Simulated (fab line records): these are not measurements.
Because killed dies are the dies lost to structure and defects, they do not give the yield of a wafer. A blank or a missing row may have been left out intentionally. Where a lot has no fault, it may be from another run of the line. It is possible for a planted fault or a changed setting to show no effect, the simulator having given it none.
Chamber matching || flow gf180mcu || GF_CONTACT_CMP_04 on cmp-01: 4 sister chambers
The step polishes SiO2. 8 wafers are shown with their chamber, then 7 later ones without.

== EACH WAFER AND ITS CHAMBER ==
{"wafer": "L318.1", "chamber": 2, "motorCurrentA (A)": 13.6, "timeToEndpointS (s)": 99}
{"wafer": "L318.3", "chamber": 3, "motorCurrentA (A)": 11.7, "timeToEndpointS (s)": 100}
{"wafer": "L318.4", "chamber": 1, "motorCurrentA (A)": 12.2, "timeToEndpointS (s)": 109}
{"wafer": "L319.2", "chamber": 2, "motorCurrentA (A)": 13.9, "timeToEndpointS (s)": 107}
{"wafer": "L319.5", "chamber": 3, "motorCurrentA (A)": 11.9, "timeToEndpointS (s)": 111}
{"wafer": "L319.6", "chamber": 0, "motorCurrentA (A)": 10.6, "timeToEndpointS (s)": 116}
{"wafer": "L320.2", "chamber": 1, "motorCurrentA (A)": 11.5, "timeToEndpointS (s)": 106}
{"wafer": "L320.3", "chamber": 0, "motorCurrentA (A)": 10.4, "timeToEndpointS (s)": 108}

== WAFERS WHOSE CHAMBER IS MISSING ==
{"wafer": "L320.6", "motorCurrentA (A)": 11.6, "timeToEndpointS (s)": 110}
{"wafer": "L322.2", "motorCurrentA (A)": 10.2, "timeToEndpointS (s)": 108}
{"wafer": "L322.3", "motorCurrentA (A)": 11.1, "timeToEndpointS (s)": 109}
{"wafer": "L322.4", "motorCurrentA (A)": 14.5, "timeToEndpointS (s)": 111}
{"wafer": "L328.3", "motorCurrentA (A)": 14.2, "timeToEndpointS (s)": 103}
{"wafer": "L328.4", "motorCurrentA (A)": 11.1, "timeToEndpointS (s)": 107}
{"wafer": "L328.5", "motorCurrentA (A)": 12.3, "timeToEndpointS (s)": 112}

== WHICH CHAMBER EACH WENT THROUGH ==
{"wafer": "L320.6", "from the rows above": "can't be placed: 1 or 3", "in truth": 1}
{"wafer": "L322.2", "from the rows above": 0, "in truth": 0}
{"wafer": "L322.3", "from the rows above": "can't be placed: 0 or 3 or 1", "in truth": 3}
{"wafer": "L322.4", "from the rows above": 2, "in truth": 2}
{"wafer": "L328.3", "from the rows above": 2, "in truth": 2}
{"wafer": "L328.4", "from the rows above": "can't be placed: 0 or 3 or 1", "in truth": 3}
{"wafer": "L328.5", "from the rows above": "can't be placed: 1 or 3", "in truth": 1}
3 of 7 placed correctly. Can't be placed from these rows: 4 (the true chamber is among the candidates in 4). Wrongly placed: 0.
How it was worked out, from the rows above alone: a wafer's distance from a chamber is the root of the sum, over the readings, of the square of ((its reading less the chamber's mean) divided by the reading's scatter). If the next closest chamber is less than 2 further off than the closest, the wafer can't be placed; otherwise it belongs to the closest. A chamber's mean is the mean of its shown wafers. The scatter: take each reading less its chamber's mean, square it, sum over the shown wafers, divide by the number of wafers less the number of chambers, and take the root.
